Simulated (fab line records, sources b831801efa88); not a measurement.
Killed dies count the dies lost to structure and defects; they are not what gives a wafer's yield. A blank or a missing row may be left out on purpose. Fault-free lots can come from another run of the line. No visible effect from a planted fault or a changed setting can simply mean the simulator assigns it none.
Which of the tools did it? | flow sky130 | Sampling: 13 lots, 39 wafers, 5 of 708 route steps

## WHAT THE GAUGES SHOWED, per wafer
SKY_LDD_HVP_OVL_MEAS_07.
lot  | measured     | on         | LDD_HVP_OVL (nm)
L718 | day 21 18:50 | overlay-02 | 0.9 -0.3 2.0
L719 | day 22 01:02 | overlay-01 | 2.0 2.5 2.7
L723 | day 23 22:33 | overlay-01 | 0.0 -1.5 1.2
L724 | day 24 08:14 | overlay-02 | -2.0 -1.3 -1.0
L725 | day 24 09:56 | overlay-02 | 1.1 -1.8 -0.7
L726 | day 25 08:15 | overlay-01 | 2.9 1.5 3.0
L727 | day 25 09:44 | overlay-01 | 1.0 1.4 1.4
L730 | day 26 15:12 | overlay-01 | 1.0 1.0 1.4
L734 | day 27 22:41 | overlay-01 | 0.8 2.4 -1.0
L735 | day 28 05:39 | overlay-02 | -1.1 0.6 0.1
L738 | day 29 08:44 | overlay-01 | -1.8 -0.8 -0.5
L740 | day 29 13:11 | overlay-02 | -0.4 0.3 0.4
L739 | day 29 15:08 | overlay-01 | 2.0 2.1 1.6

SKY_LDD_LDN_OVL_MEAS_07.
lot  | measured     | on         | LDD_LDN_OVL (nm)
L718 | day 23 01:53 | overlay-02 | -1.6 -0.1 -1.2
L719 | day 23 07:37 | overlay-01 | -2.8 -1.3 -1.6
L723 | day 25 04:38 | overlay-02 | 1.0 0.8 0.0
L724 | day 25 14:29 | overlay-02 | -0.7 -1.9 -1.0
L725 | day 25 15:53 | overlay-01 | 2.0 2.9 1.0
L726 | day 26 13:44 | overlay-02 | -3.0 -4.6 -1.7
L727 | day 26 14:38 | overlay-02 | -0.5 -0.6 -0.5
L730 | day 27 20:20 | overlay-01 | - - -
L734 | day 29 03:59 | overlay-01 | -1.4 -0.6 -0.6
L735 | day 29 10:17 | overlay-02 | 0.0 -0.2 -1.8
L738 | day 30 12:08 | overlay-02 | 1.0 1.2 2.4
L740 | day 30 16:23 | overlay-02 | 1.3 -1.7 0.9
L739 | day 30 17:56 | overlay-02 | -0.6 1.3 -0.5

SKY_LDD_LDN_TW_MEAS_13.
lot  | measured     | on           | LDD_LDN_TW
L718 | day 23 02:37 | filmMetro-03 | 1484 1477 1484
L719 | day 23 08:22 | filmMetro-03 | 1469 1480 1476
L723 | day 25 05:23 | filmMetro-03 | 1472 1480 1482
L724 | day 25 15:13 | filmMetro-01 | 1494 1497 1506
L725 | day 25 16:38 | filmMetro-01 | 1495 1503 1492
L726 | day 26 14:29 | filmMetro-03 | 1479 1478 1476
L727 | day 26 15:22 | filmMetro-01 | 1501 1503 1509
L730 | day 27 21:05 | filmMetro-01 | 30 31 30
L734 | day 29 04:44 | filmMetro-04 | 1493 1486 1475
L735 | day 29 11:02 | filmMetro-04 | 1478 1485 1492
L738 | day 30 12:52 | filmMetro-03 | 1481 1471 1483
L740 | day 30 17:07 | filmMetro-03 | 1481 1483 1476
L739 | day 30 18:41 | filmMetro-03 | 1483 1481 1489

## TOOL THAT RAN EACH LOT (tool first, then ch and the chambers of the sampled wafers, then the start)
lot  | SKY_POLY_GATE_ETCH_16             | SKY_LDD_LDN_EXPOSE_04
L718 | rieDiel-01 ch 0,1, day 16 15:49   | ilineStepper-02 ch 0, day 22 10:52
L719 | rieDiel-01 ch 0,3, day 16 20:08   | ilineStepper-02 ch 0, day 22 17:37
L723 | rieDiel-03 ch 1,2, day 18 15:04   | ilineStepper-02 ch 0, day 24 13:50
L724 | rieDiel-04 ch 0,1,3, day 19 00:56 | ilineStepper-01 ch 0, day 24 23:34
L725 | rieDiel-03 ch 0,2, day 19 04:58   | ilineStepper-01 ch 0, day 25 01:01
L726 | rieDiel-03 ch 0,1,2, day 19 21:19 | ilineStepper-02 ch 0, day 25 23:29
L727 | rieDiel-03 ch 0,1,3, day 20 03:01 | ilineStepper-02 ch 0, day 26 00:04
L730 | rieDiel-01 ch 0,2,3, day 21 12:07 | ilineStepper-01 ch 0, day 27 05:42
L734 | rieDiel-03 ch 0,1,2, day 22 20:13 | ilineStepper-01 ch 0, day 28 13:34
L735 | rieDiel-03 ch 0,1,2, day 23 04:38 | ilineStepper-01 ch 0, day 28 20:29
L738 | rieDiel-01 ch 0,2, day 24 09:34   | ilineStepper-01 ch 0, day 29 23:02
L740 | rieDiel-03 ch 0,2, day 24 13:10   | ilineStepper-02 ch 0, day 30 03:40
L739 | rieDiel-03 ch 0,1,3, day 24 14:46 | ilineStepper-01 ch 0, day 30 05:11
- SKY_POLY_GATE_ETCH_16: etches Si3N4 in CH3F/O2, stops on poly-Si, time 147.5 s, target depth 75 nm.
- SKY_LDD_LDN_EXPOSE_04: exposes mask LDNTM, target cd 700 nm.

## WHAT THE TOOLS THEMSELVES READ (means of the sampled wafers that have a number; where no wafer has one, the mark that the record gives instead)
SKY_POLY_GATE_ETCH_16.
lot  | tool       | biasW (W) | drypumpMotorCurrentA (A) | oesProductAu (a.u.) | rfFwdPowerW (W) | throttleValvePct (%)
L718 | rieDiel-01 | 79.83     | 5.6                      | 0.640               | 397.8           | 10.527
L719 | rieDiel-01 | 80.37     | 6.0                      | 0.643               | 399.3           | 10.537
L723 | rieDiel-03 | 80.16     | 6.3                      | 0.642               | 397.7           | 10.530
L724 | rieDiel-04 | 80.29     | 5.8                      | 0.643               | 397.5           | 10.539
L725 | rieDiel-03 | 79.84     | 6.1                      | 0.639               | 397.7           | 10.528
L726 | rieDiel-03 | 80.10     | 6.0                      | 0.640               | 397.7           | 10.533
L727 | rieDiel-03 | 80.12     | 5.5                      | 0.640               | 398.6           | 10.538
L730 | rieDiel-01 | 79.86     | 5.6                      | 0.642               | 397.8           | 10.539
L734 | rieDiel-03 | 80.05     | 6.0                      | 0.639               | 397.6           | 10.539
L735 | rieDiel-03 | 79.96     | 6.0                      | 0.634               | 398.8           | 10.534
L738 | rieDiel-01 | 79.79     | 5.4                      | 0.646               | 398.9           | 10.527
L740 | rieDiel-03 | 79.90     | 5.8                      | 0.643               | 398.4           | 10.525
L739 | rieDiel-03 | 80.00     | 5.5                      | 0.652               | 398.5           | 10.526

SKY_LDD_LDN_EXPOSE_04.
lot  | tool            | exposureDoseMJCm2 | stageVelMmS (mm/s)
L718 | ilineStepper-02 | 139.95            | 499.75
L719 | ilineStepper-02 | 140.10            | 500.04
L723 | ilineStepper-02 | 140.23            | 500.10
L724 | ilineStepper-01 | 140.03            | 499.87
L725 | ilineStepper-01 | 140.16            | 499.91
L726 | ilineStepper-02 | 139.81            | 499.92
L727 | ilineStepper-02 | 140.04            | 500.09
L730 | ilineStepper-01 | 139.90            | 500.26
L734 | ilineStepper-01 | 140.08            | 499.96
L735 | ilineStepper-01 | 140.11            | 499.68
L738 | ilineStepper-01 | 139.87            | 500.34
L740 | ilineStepper-02 | 140.02            | 499.95
L739 | ilineStepper-01 | 140.02            | 499.73

## THE ANSWER, worked out from the rows above alone
Rule: the usual values come from the lots themselves. The widest of any qualifying gaps counts: lots, ordered by their means at a reading, are off when they make up no more than a third of the lots, leave a main group of 4 or more, and stand apart from it by 3 or more times the standard deviation of that group's means. Not used: any main group whose means are identical at the precision the tables above print for the reading. Also off: a lot with no number at a reading for which 4 or more lots have one. All remaining lots with rows at the step are treated as sound. Order of review: gauges by route order, followed by the tools' own readings, for which a lot's mean as printed above is used. At the first step where some lot is off, the reading lying furthest off is the one used; lots without a number count as furthest.
Off: at SKY_LDD_LDN_OVL_MEAS_07 (LDD_LDN_OVL), L730. Without a number there: L730. Main group: mean -0.4 nm, sd 1.3.
If a tool, at a process step before that reading, ran all the lots that are off and no sound lot after the first of them, it fits. Not tried: the gauges at SKY_LDD_LDN_OVL_MEAS_07; whatever is off there is also off at SKY_LDD_LDN_TW_MEAS_13, on other tools, and gauge error can't account for it. Of those tried, none fits.

## WHAT HAD BEEN PUT IN BY THE SIMULATOR
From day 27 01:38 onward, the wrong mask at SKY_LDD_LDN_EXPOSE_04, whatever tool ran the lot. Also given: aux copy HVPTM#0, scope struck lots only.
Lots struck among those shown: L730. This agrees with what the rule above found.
